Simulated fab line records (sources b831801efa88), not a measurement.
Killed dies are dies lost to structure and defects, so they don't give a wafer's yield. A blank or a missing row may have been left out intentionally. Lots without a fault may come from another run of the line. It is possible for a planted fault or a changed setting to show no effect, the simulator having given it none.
fab line records	flow sky130	part 1 of 2: steps 1 to 30 of 43
record: lots: 5	wafers: 15	lastDay: 49
route steps=708 shown CAP2M@614 METAL4@621 VIA4@639
lots that met no fault: from a run of the same line without faults
startH: hours from the record's first day to the start of the lot's first wafer shown	waitH: how many hours have passed since the lot's step before this one	" repeats the value in the row above	L1.1+2: one row covering several wafers at once	- value missing, or start not given	* or withheld: withheld	< > ~ a bound
route shown NAME@n: a module of which the file shows steps, and the number in the route of the first	usual: average and standard deviation across the fault-free wafers	same: alike in all rows	chamber/n: place in a boat	sites: the reading at each site	_std_site: the values' standard deviation	_edge_site: inner sites' mean taken away from outer sites' mean	radiusMm: how far each site lies from the wafer's centre	mask NAME#n: copy n	behind: tool/chamber where the wafer was last shaped	hold: why the lot was held/for how many hours/how that ended	device: names the non-switching transistor (n, p or np)	end of line: the route-end tests of the same wafers	for a step that has no rows: nothing shown but its recipe	killed: at the first sort, the dies lost to defects and structure; wafer yield is something else	map: dies across one wafer; x = killed, . = not, _ = none there
set.NAME: the setting the step ran with; set.NAME@STEP: the setting that earlier step ran with	model.NAME: the simulator's own value behind a step, which no gauge read
certain route steps with their lots: each step a table, each wafer a row
services: the hour from which a tool's chamber was out of use, counted from the record's first day as startH (under 0 if before that day), plus the number of hours and why
== steps ==
step: SKY_CAP2M_DEVELOP_11
recipe: resist: NOVOLAK	developer: TMAH	developTimeS: 60	devTempC: 23
lot.wafer	tool	chamber	startH	waitH
L074.1+4+6	lithoTrack-04	0	964.68	0.1
L081.1+2+6	lithoTrack-01	0	1001.30	0.1
L085.3+4+5	lithoTrack-03	0	1037.57	0.1
L090.1+2+3	lithoTrack-04	0	1063.28	0.1
L093.1+2+3	lithoTrack-01	0	1084.10	0.1
step: SKY_CAP2M_OVL_MEAS_12
usual: CAP2M_OVL: -0.6/1
lot.wafer	tool	chamber	startH	waitH	CAP2M_OVL[nm]
L074.1	overlay-01	-	964.83	0.1	-1.3
L074.4	"	-	"	"	0.0
L074.6	"	-	"	"	-1.7
L081.1	overlay-02	-	1001.45	0.1	-0.2
L081.2	"	-	"	"	-0.8
L081.6	"	-	"	"	-1.4
L085.3	overlay-02	-	1037.68	0.1	-0.8
L085.4	"	-	"	"	-0.5
L085.5	"	-	"	"	-0.9
L090.1	overlay-01	-	1063.43	0.1	-1.8
L090.2	"	-	"	"	-2.4
L090.3	"	-	"	"	-1.6
L093.1	overlay-01	-	1084.25	0.1	-0.1
L093.2	"	-	"	"	-1.3
L093.3	"	-	"	"	-1.7
step: SKY_CAP2M_METAL_ETCH_13
recipe: targetDepthNm: 220	stopOn: SiO2	chemistry: Cl2/BCl3	target: TiN	pressureMtorr: 10	icpW: 900	biasW: 48.5	Cl2_flow_sccm: 60	bcl3FlowSccm: 30	timeS: 62.9
usual: drypumpMotorCurrentA: 5.5/0.72	oesProductAu: 0.941/0.0077	throttleValvePct: 21.901/0.011
lot.wafer	tool	chamber	startH	waitH	drypumpMotorCurrentA	oesProductAu	rfHoursCounterH	throttleValvePct
L074.1	rieMetal-02	1	964.87	0.0	5.3	0.939	0	21.904
L074.4	"	0	"	"	5.1	0.945	-	21.905
L074.6	"	1	"	"	5.3	0.946	-	21.889
L081.1	rieMetal-03	1	1001.49	0.0	6.6	0.940	14	21.900
L081.2	"	0	"	"	5.0	0.932	11	21.908
L081.6	"	0	"	"	5.0	0.935	-	21.915
L085.3	rieMetal-03	0	1037.73	0.0	5.0	0.934	-	21.892
L085.4	"	1	"	"	6.7	0.932	-	21.897
L085.5	"	1	"	"	6.7	0.929	-	21.907
L090.1	rieMetal-03	0	1063.47	0.0	5.1	0.946	15	21.906
L090.2	"	1	"	"	6.7	0.937	17	21.916
L090.3	"	0	"	"	5.0	0.951	-	21.902
L093.1	rieMetal-03	1	1084.29	0.0	6.7	0.930	18	21.899
L093.2	"	0	"	"	5.1	0.938	16	21.896
L093.3	"	1	"	"	6.6	0.950	-	21.901
step: SKY_CAP2M_STRIP_14
recipe: chemistry: O2/N2	powerW: 1400	pressureMtorr: 1500	platenTempC: withheld	o2FlowSccm: 3000	n2FlowSccm: 300	overashFraction: 0.5
usual: drypumpMotorCurrentA: 5.5/0.54	o2FlowSccm: 3000/9.1	oesProductAu: 0.710/0.0046	stripTimeToEndpointS: 12.65/0.034
same: overashFraction: 0.5
lot.wafer	tool	chamber	startH	waitH	drypumpMotorCurrentA	o2FlowSccm	oesProductAu	rfHoursCounterH	stripTimeToEndpointS
L074.1	plasmaAsher-01	1	964.94	0.1	6.0	3004	0.708	21	12.59
L074.4	"	1	"	"	6.0	3017	0.713	-	12.60
L074.6	"	0	"	"	6.2	3004	0.707	-	12.65
L081.1	plasmaAsher-04	0	1001.57	0.1	5.4	2990	0.703	88	12.65
L081.2	"	1	"	"	4.9	2999	0.712	88	12.70
L081.6	"	0	"	"	5.5	2993	0.706	-	12.63
L085.3	plasmaAsher-02	0	1037.82	0.1	4.8	2996	0.708	-	12.68
L085.4	"	1	"	"	5.0	2998	0.700	-	12.69
L085.5	"	1	"	"	5.0	3004	0.712	-	12.63
L090.1	plasmaAsher-04	1	1063.55	0.1	5.0	2975	0.707	94	12.64
L090.2	"	0	"	"	5.4	3007	0.714	94	12.63
L090.3	"	0	"	"	5.4	3013	0.708	-	12.65
L093.1	plasmaAsher-01	0	1084.37	0.1	6.2	3013	0.714	32	12.67
L093.2	"	1	"	"	6.1	2997	0.713	32	12.68
L093.3	"	0	"	"	6.2	3013	0.713	-	12.62
step: SKY_CAP2M_STRIP_15
recipe: chemistry: postEtchResidueRemover	timeS: 1200	tempC: 72.5
lot.wafer	tool	chamber	startH	waitH
L074.1+4+6	wetBench-03	1	965.04	0.1
L081.1+2+6	wetBench-01	0	1001.67	0.1
L085.3+4+5	wetBench-01	0	1037.88	0.0
L090.1+2+3	wetBench-01	1	1063.65	0.1
L093.1+2+3	wetBench-03	2	1084.47	0.1
step: SKY_CAP2M_CLEAN_16
recipe: chemistry: IPA	timeS: 180	tempC: 25
lot.wafer	tool	chamber	startH	waitH
L074.1+4+6	wetBench-01	0	965.42	0.0
L081.1+2+6	wetBench-02	3	1002.04	0.0
L085.3+4+5	wetBench-02	1	1038.22	0.0
L090.1+2+3	wetBench-02	2	1064.05	0.0
L093.1+2+3	wetBench-01	3	1084.81	0.0
step: SKY_CAP2M_CLEAN_17
recipe: chemistry: O3/DIW	dry: n2Spin
lot.wafer	tool	chamber	startH	waitH
L074.1+4+6	wetBench-02	1	965.48	0.0
L081.1+2+6	wetBench-03	2	1002.10	0.0
L085.3+4+5	wetBench-01	2	1038.28	0.0
L090.1+2+3	wetBench-02	2	1064.11	0.0
L093.1+2+3	wetBench-02	0	1084.87	0.0
step: SKY_METAL4_DEHYDRATE_05
recipe: tempC: 200	timeS: 60
lot.wafer	tool	chamber	startH	waitH
L074.1+4+6	lithoTrack-02	0	976.67	11.1
L081.1+2+6	lithoTrack-03	0	1013.52	11.3
L085.3+4+5	lithoTrack-03	0	1048.27	9.9
L090.1+2+3	lithoTrack-02	0	1073.02	8.8
L093.1+2+3	lithoTrack-03	0	1094.37	9.3
step: SKY_METAL4_HMDS_06
recipe: primeTimeS: 60	primeTempC: 120
lot.wafer	tool	chamber	startH	waitH
L074.1+4+6	lithoTrack-02	0	976.82	0.1
L081.1+2+6	lithoTrack-03	0	1013.67	0.1
L085.3+4+5	lithoTrack-03	0	1048.42	0.1
L090.1+2+3	lithoTrack-02	0	1073.17	0.1
L093.1+2+3	lithoTrack-03	0	1094.52	0.1
step: SKY_METAL4_COAT_07
recipe: resist: BARC	tempC: withheld	timeS: withheld	spinRpm: 3000	resistThkNm: 60
lot.wafer	tool	chamber	startH	waitH
L074.1+4+6	lithoTrack-02	0	976.97	0.1
L081.1+2+6	lithoTrack-03	0	1013.82	0.1
L085.3+4+5	lithoTrack-03	0	1048.57	0.1
L090.1+2+3	lithoTrack-02	0	1073.32	0.1
L093.1+2+3	lithoTrack-03	0	1094.67	0.1
step: SKY_METAL4_COAT_08
recipe: resist: KrF-thick	spinRpm: 3000	resistThkNm: 1140
lot.wafer	tool	chamber	startH	waitH
L074.1+4+6	lithoTrack-02	0	-	-
L081.1+2+6	lithoTrack-03	0	-	-
L085.3+4+5	lithoTrack-03	0	-	-
L090.1+2+3	lithoTrack-02	0	-	-
L093.1+2+3	lithoTrack-03	0	-	-
step: SKY_METAL4_SOFTBAKE_09
recipe: tempC: 100	timeS: 90	resist: KrF-thick
lot.wafer	tool	chamber	startH	waitH
L074.1+4+6	lithoTrack-02	0	-	-
L081.1+2+6	lithoTrack-03	0	-	-
L085.3+4+5	lithoTrack-03	0	-	-
L090.1+2+3	lithoTrack-02	0	-	-
L093.1+2+3	lithoTrack-03	0	-	-
step: SKY_METAL4_EXPOSE_10
recipe: maskId: MM4	na: 0.68	sourceShape: annular	sigmaInner: 0.4	sigmaOuter: 0.8	targetCdNm: 300	doseMj: 28
lot.wafer	tool	chamber	startH	waitH	mask
L074.1+4+6	krfScanner-02	0	-	-	MM4#0
L081.1+2+6	krfScanner-01	0	-	-	MM4#0
L085.3+4+5	krfScanner-02	0	-	-	MM4#0
L090.1+2+3	krfScanner-01	0	-	-	MM4#0
L093.1+2+3	krfScanner-01	0	-	-	MM4#0
step: SKY_METAL4_PEB_11
recipe: pebTempC: withheld	pebTimeS: withheld	resist: KrF-thick
lot.wafer	tool	chamber	startH	waitH
L074.1+4+6	lithoTrack-03	0	-	-
L081.1+2+6	lithoTrack-02	0	-	-
L085.3+4+5	lithoTrack-01	0	-	-
L090.1+2+3	lithoTrack-02	0	-	-
L093.1+2+3	lithoTrack-02	0	-	-
step: SKY_METAL4_DEVELOP_12
recipe: developTimeS: 60	resist: KrF-thick	devTempC: 21.79
lot.wafer	tool	chamber	startH	waitH
L074.1+4+6	lithoTrack-03	0	-	-
L081.1+2+6	lithoTrack-02	0	-	-
L085.3+4+5	lithoTrack-01	0	-	-
L090.1+2+3	lithoTrack-02	0	-	-
L093.1+2+3	lithoTrack-02	0	-	-
step: SKY_METAL4_CD_MEAS_13
recipe: targetCdNm: 300
usual: cdNm: 300.0/1.5
lot.wafer	tool	chamber	startH	waitH	cdNm
L074.1	cdSem-01	-	989.42	-	298.5
L074.4	"	-	"	"	298.3
L074.6	"	-	"	"	300.7
L081.1	cdSem-01	-	1024.92	-	299.5
L081.2	"	-	"	"	298.6
L081.6	"	-	"	"	299.8
L085.3	cdSem-01	-	1060.39	-	300.3
L085.4	"	-	"	"	301.2
L085.5	"	-	"	"	299.5
L090.1	cdSem-01	-	1084.12	-	300.9
L090.2	"	-	"	"	301.1
L090.3	"	-	"	"	301.8
L093.1	cdSem-01	-	1105.97	-	299.0
L093.2	"	-	"	"	298.1
L093.3	"	-	"	"	299.7
step: SKY_METAL4_OVL_MEAS_14
usual: METAL4_OVL: 1/5
lot.wafer	tool	chamber	startH	waitH	METAL4_OVL[nm]
L074.1	overlay-02	-	989.54	0.1	6
L074.4	"	-	"	"	1
L074.6	"	-	"	"	1
L081.1	overlay-02	-	1025.04	0.1	3
L081.2	"	-	"	"	-3
L081.6	"	-	"	"	0
L085.3	overlay-02	-	1060.49	0.1	-2
L085.4	"	-	"	"	-8
L085.5	"	-	"	"	1
L090.1	overlay-02	-	1084.24	0.1	3
L090.2	"	-	"	"	-5
L090.3	"	-	"	"	1
L093.1	overlay-02	-	1106.09	0.1	-4
L093.2	"	-	"	"	0
L093.3	"	-	"	"	0
step: SKY_METAL4_DESCUM_15
recipe: chemistry: O2	sourcePowerW: 150	biasPowerW: 0	pressureMtorr: 10	tempC: 40	timeS: 8
usual: drypumpMotorCurrentA: 5.3/0.43	oesProductAu: 1.003/0.0068
same: biasPowerW: 0
lot.wafer	tool	chamber	startH	waitH	drypumpMotorCurrentA	oesProductAu	rfHoursCounterH
L074.1	rieMetal-02	0	989.58	0.0	5.1	1.010	20
L074.4	"	1	"	"	5.3	1.008	-
L074.6	"	0	"	"	5.1	0.995	-
L081.1	rieMetal-01	0	1025.07	0.0	5.6	1.002	8
L081.2	"	1	"	"	5.2	1.006	16
L081.6	"	1	"	"	5.1	1.006	-
L085.3	rieMetal-02	1	1060.52	0.0	5.3	1.001	-
L085.4	"	0	"	"	5.1	1.001	-
L085.5	"	1	"	"	5.3	0.997	-
L090.1	rieMetal-04	0	1084.27	0.0	6.1	1.007	23
L090.2	"	1	"	"	4.7	1.003	17
L090.3	"	1	"	"	4.7	0.995	-
L093.1	rieMetal-04	0	1106.12	0.0	6.1	1.009	24
L093.2	"	1	"	"	4.7	0.996	18
L093.3	"	1	"	"	4.7	0.999	-
step: SKY_METAL4_ETCH_16
recipe: chemistry: N2/H2	target: BARC	ionEnergyEv: 200	biasW: 100	pressureMtorr: 30	n2FlowSccm: 100	h2FlowSccm: 200	icpW: 500	stopOn: SiO2	timeS: 88.2	targetDepthA: 600
usual: drypumpMotorCurrentA: 5.3/0.43	oesProductAu: 0.626/0.0045	throttleValvePct: 13.205/0.0088
lot.wafer	tool	chamber	startH	waitH	drypumpMotorCurrentA	oesProductAu	rfHoursCounterH	throttleValvePct
L074.1	rieMetal-02	0	989.61	0.0	5.2	0.626	20	13.209
L074.4	"	1	"	"	5.3	0.629	-	13.216
L074.6	"	0	"	"	5.2	0.621	-	13.197
L081.1	rieMetal-01	0	1025.10	0.0	5.6	0.624	8	13.220
L081.2	"	1	"	"	5.1	0.621	16	13.205
L081.6	"	1	"	"	5.2	0.633	-	13.202
L085.3	rieMetal-02	1	1060.58	0.0	5.3	0.625	-	13.218
L085.4	"	0	"	"	5.1	0.632	-	13.210
L085.5	"	1	"	"	5.3	0.625	-	13.195
L090.1	rieMetal-04	0	1084.31	0.0	6.1	0.625	23	13.211
L090.2	"	1	"	"	4.7	0.627	17	13.208
L090.3	"	1	"	"	4.7	0.629	-	13.190
L093.1	rieMetal-04	0	1106.16	0.0	6.1	0.630	24	13.202
L093.2	"	1	"	"	4.7	0.630	18	13.207
L093.3	"	1	"	"	4.7	0.630	-	13.204
step: SKY_METAL4_ETCH_17
recipe: target: SiO2	stopOn: TiN	chemistry: C4F8/O2/Ar	sourceW: 1500	biasW: 1200	pressureMtorr: 40	c4f8FlowSccm: withheld	O2_flow_sccm: 6	Ar_flow_sccm: 300	timeS: 3.9	targetDepthA: 150
usual: oesProductAu: 0.753/0.0074
lot.wafer	tool	chamber	startH	waitH	oesProductAu	rfHoursCounterH
L074.1	rieDiel-03	2	989.71	0.1	0.758	0
L074.4	"	0	"	"	0.759	-
L074.6	"	3	"	"	0.762	-
L081.1	rieDiel-04	0	1025.20	0.1	0.750	17
L081.2	"	1	"	"	0.759	12
L081.6	"	1	"	"	0.762	-
L085.3	rieDiel-03	0	1060.64	0.0	0.744	13
L085.4	"	3	"	"	0.749	11
L085.5	"	3	"	"	0.745	-
L090.1	rieDiel-01	2	1084.40	0.1	0.756	26
L090.2	"	0	"	"	0.755	19
L090.3	"	1	"	"	0.749	28
L093.1	rieDiel-04	3	1106.25	0.1	0.743	3
L093.2	"	1	"	"	0.746	15
L093.3	"	2	"	"	0.749	13
step: SKY_METAL4_METAL_ETCH_18
recipe: targetDepthA: 8450	stopOn: SiO2	overEtchFrac: 0.3	timeS: 183.1	chemistry: Cl2/BCl3	resistSidewallDeg: 88	pressureMtorr: 10	icpW: 900	biasW: 48.5	Cl2_flow_sccm: 60	bcl3FlowSccm: 30
usual: drypumpMotorCurrentA: 5.3/0.4	oesProductAu: 0.863/0.007	throttleValvePct: 22.265/0.0087
lot.wafer	tool	chamber	startH	waitH	drypumpMotorCurrentA	oesProductAu	rfHoursCounterH	throttleValvePct
L074.1	rieMetal-04	0	989.72	0.0	6.1	0.859	17	22.268
L074.4	"	1	"	"	4.7	0.851	-	22.267
L074.6	"	1	"	"	4.7	0.855	-	22.285
L081.1	rieMetal-02	1	1025.22	0.0	5.3	0.858	4	22.262
L081.2	"	1	"	"	5.3	0.861	-	22.274
L081.6	"	1	"	"	5.3	0.856	-	22.271
L085.3	rieMetal-01	0	1060.72	0.1	5.6	0.866	-	22.260
L085.4	"	1	"	"	5.1	0.864	-	22.252
L085.5	"	0	"	"	5.6	0.858	-	22.285
L090.1	rieMetal-01	1	1084.42	0.0	5.2	0.871	20	22.275
L090.2	"	0	"	"	5.6	0.877	12	22.263
L090.3	"	0	"	"	5.6	0.860	-	22.259
L093.1	rieMetal-01	0	1106.27	0.0	5.6	0.856	14	22.267
L093.2	"	1	"	"	5.1	0.855	22	22.257
L093.3	"	1	"	"	5.1	0.859	-	22.250
step: SKY_METAL4_STRIP_19
recipe: chemistry: O2/N2	powerW: 1400	pressureMtorr: 1500	platenTempC: withheld	o2FlowSccm: 3000	n2FlowSccm: 300	overashFraction: 0.5
usual: drypumpMotorCurrentA: 5.11/0.22	o2FlowSccm: 3000/9.3	oesProductAu: 0.501/0.0054	stripTimeToEndpointS: 6.50/0.06
same: overashFraction: 0.5
lot.wafer	tool	chamber	startH	waitH	drypumpMotorCurrentA	o2FlowSccm	oesProductAu	rfHoursCounterH	stripTimeToEndpointS
L074.1	plasmaAsher-03	0	989.90	0.1	5.09	2991	0.499	55	6.54
L074.4	"	1	"	"	5.32	3000	0.502	-	6.53
L074.6	"	1	"	"	5.31	3001	0.509	-	6.59
L081.1	plasmaAsher-04	0	1025.58	0.3	5.45	3003	0.491	91	6.44
L081.2	"	1	"	"	4.95	2987	0.499	91	6.48
L081.6	"	0	"	"	5.47	2987	0.495	-	6.43
L085.3	plasmaAsher-03	0	1060.87	0.1	5.09	2994	0.509	-	6.57
L085.4	"	1	"	"	5.32	2993	0.495	-	6.58
L085.5	"	0	"	"	5.09	3009	0.502	-	6.57
L090.1	plasmaAsher-03	1	1084.60	0.1	5.30	2983	0.491	64	6.41
L090.2	"	0	"	"	5.11	2996	0.502	64	6.44
L090.3	"	1	"	"	5.32	2999	0.502	-	6.43
L093.1	plasmaAsher-02	1	1106.45	0.1	5.04	3005	0.497	5	6.48
L093.2	"	0	"	"	4.78	2982	0.506	5	6.53
L093.3	"	1	"	"	5.05	3007	0.503	-	6.50
step: SKY_METAL4_STRIP_20
recipe: chemistry: postEtchResidueRemover	timeS: 1200	tempC: 72.5
lot.wafer	tool	chamber	startH	waitH
L074.1+4+6	wetBench-04	0	990.00	0.1
L081.1+2+6	wetBench-01	1	1025.68	0.1
L085.3+4+5	wetBench-02	3	1060.94	0.0
L090.1+2+3	wetBench-04	1	1084.70	0.1
L093.1+2+3	wetBench-02	0	1106.55	0.1
step: SKY_METAL4_CLEAN_21
recipe: chemistry: IPA	timeS: 180	tempC: 25
lot.wafer	tool	chamber	startH	waitH
L074.1+4+6	wetBench-01	3	990.34	0.0
L081.1+2+6	wetBench-02	1	1026.02	0.0
L085.3+4+5	wetBench-04	2	1061.28	0.0
L090.1+2+3	wetBench-04	2	1085.04	0.0
L093.1+2+3	wetBench-01	0	1106.89	0.0
step: SKY_METAL4_CLEAN_22
recipe: chemistry: O3/DIW	dry: n2Spin
lot.wafer	tool	chamber	startH	waitH
L074.1+4+6	wetBench-02	0	990.41	0.0
L081.1+2+6	wetBench-01	3	1026.08	0.0
L085.3+4+5	wetBench-01	2	1061.34	0.0
L090.1+2+3	wetBench-02	3	1085.10	0.0
L093.1+2+3	wetBench-01	0	1106.95	0.0
step: SKY_VIA4_HDPCVD_00
recipe: material: SiO2	targetThkNm: 1750	sigmaOpenFrac: 0.3	timeS: 281.3	tempC: 400	sih4FlowSccm: 60	pressureMtorr: 6
lot.wafer	tool	chamber	startH	waitH
L074.1+4+6	hdpcvd-02	1,2,1	990.50	0.0
L081.1+2+6	hdpcvd-01	1,0,0	1026.17	0.0
L085.3+4+5	hdpcvd-02	0,1,0	1061.45	0.0
L090.1+2+3	hdpcvd-01	2,0,1	1085.20	0.0
L093.1+2+3	hdpcvd-01	1,2,1	1107.04	0.0
step: SKY_VIA4_THK_MEAS_01
recipe: reads: SiO2_of_VIA4_HDPCVD_00
usual: VIA4_HDPCVD_THK: 1685/17
lot.wafer	tool	chamber	startH	waitH	VIA4_HDPCVD_THK[nm]
L074.1	filmMetro-02	-	990.68	0.1	1677
L074.4	"	-	"	"	1695
L074.6	"	-	"	"	1696
L081.1	filmMetro-03	-	1026.35	0.1	1704
L081.2	"	-	"	"	1696
L081.6	"	-	"	"	1711
L085.3	filmMetro-01	-	1061.65	0.1	1680
L085.4	"	-	"	"	1694
L085.5	"	-	"	"	1705
L090.1	filmMetro-01	-	1085.42	0.1	1672
L090.2	"	-	"	"	1707
L090.3	"	-	"	"	1719
L093.1	filmMetro-03	-	1107.31	0.2	1682
L093.2	"	-	"	"	1682
L093.3	"	-	"	"	1693
step: SKY_VIA4_CMP_02
recipe: material: SiO2	downForcePsi: 4	platenRpm: 60	padVelocityMS: 0.94248
usual: motorCurrentA: 11.7/1.1
lot.wafer	tool	chamber	startH	waitH	motorCurrentA
L074.4	cmp-02	2	990.84	0.1	13.1
L074.1	"	3	"	"	11.0
L074.6	"	1	"	"	11.3
L081.1	cmp-02	3	1026.51	0.1	12.0
L081.2	"	0	"	"	10.8
L081.6	"	2	"	"	13.2
L085.3	cmp-01	2	1061.69	0.0	11.7
L085.4	"	1	"	"	13.1
L085.5	"	3	"	"	13.2
L090.1	cmp-01	3	1085.48	0.1	13.7
L090.3	"	0	"	"	9.9
L090.2	"	1	"	"	12.7
L093.1	cmp-02	0	1107.42	0.1	10.2
L093.3	"	1	"	"	11.3
L093.2	"	2	"	"	12.5
step: SKY_VIA4_BOW_MEAS_03
recipe: mode: bow
usual: VIA4_BOW: 82/9.3
lot.wafer	tool	chamber	startH	waitH	VIA4_BOW[um]
L074.1	filmMetro-01	-	991.04	0.1	84
L074.4	"	-	"	"	79
L074.6	"	-	"	"	83
L081.1	filmMetro-02	-	1026.71	0.1	86
L081.2	"	-	"	"	82
L081.6	"	-	"	"	95
L085.3	filmMetro-03	-	1062.05	0.3	78
L085.4	"	-	"	"	88
L085.5	"	-	"	"	107
L090.1	filmMetro-03	-	1085.78	0.2	81
L090.2	"	-	"	"	76
L090.3	"	-	"	"	86
L093.1	filmMetro-03	-	1107.67	0.2	100
L093.2	"	-	"	"	72
L093.3	"	-	"	"	92
step: SKY_VIA4_DEHYDRATE_04
recipe: tempC: 200	timeS: 60
lot.wafer	tool	chamber	startH	waitH
L074.1+4+6	lithoTrack-01	0	1001.45	10.4
L081.1+2+6	lithoTrack-01	0	1037.60	10.9
L085.3+4+5	lithoTrack-02	0	1071.87	9.8
L090.1+2+3	lithoTrack-01	0	1095.30	9.5
L093.1+2+3	lithoTrack-02	0	1116.47	8.8
